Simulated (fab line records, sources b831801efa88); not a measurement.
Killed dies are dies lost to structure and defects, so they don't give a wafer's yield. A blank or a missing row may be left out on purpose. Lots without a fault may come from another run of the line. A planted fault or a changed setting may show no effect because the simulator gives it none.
Chamber matching | flow gf180mcu | GF_CONTACT_CMP_27 on cmp-02: 4 sister chambers
The step polishes, stops on SiO2, t overpolish 15 s, target thk 0 nm. 4 wafers are shown with their chamber, then 7 later ones without.

WAFERS WITH THEIR CHAMBER
wafer  | chamber | motor_current_A (A)
L923.5 | 1       | 9.0
L932.2 | 0       | 12.7
L932.6 | 2       | 13.2
L933.1 | 3       | 11.1

WAFERS WITHOUT THEIR CHAMBER
wafer  | motor_current_A (A)
L933.5 | 12.2
L933.6 | 10.9
L935.1 | 8.9
L935.3 | 11.8
L935.5 | 11.2
L938.4 | 13.7
L938.5 | 12.9

WHICH CHAMBER EACH WENT THROUGH
wafer  | from the rows above          | in truth
L933.5 | can't be placed: 0 or 2 or 3 | 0
L933.6 | 3                            | 3
L935.1 | 1                            | 1
L935.3 | can't be placed: 3 or 0 or 2 | 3
L935.5 | 3                            | 3
L938.4 | can't be placed: 2 or 0      | 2
L938.5 | can't be placed: 0 or 2      | 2
Placed correctly: 3 of 7. Can't be placed from these rows: 4 (the true chamber is among the candidates in 4). Placed wrongly: 0.
How it was worked out, from the rows above alone: a wafer's distance from a chamber is the root of the sum, over the readings, of the square of ((its reading less the chamber's mean) divided by the reading's scatter). The wafer belongs to the nearest chamber; if the next one is less than 2 further off, it can't be placed. A chamber's mean is the mean of its shown wafers. The scatter: with one shown wafer a chamber, the root of the mean of the squares of how far each hidden wafer lies from its nearest shown one.
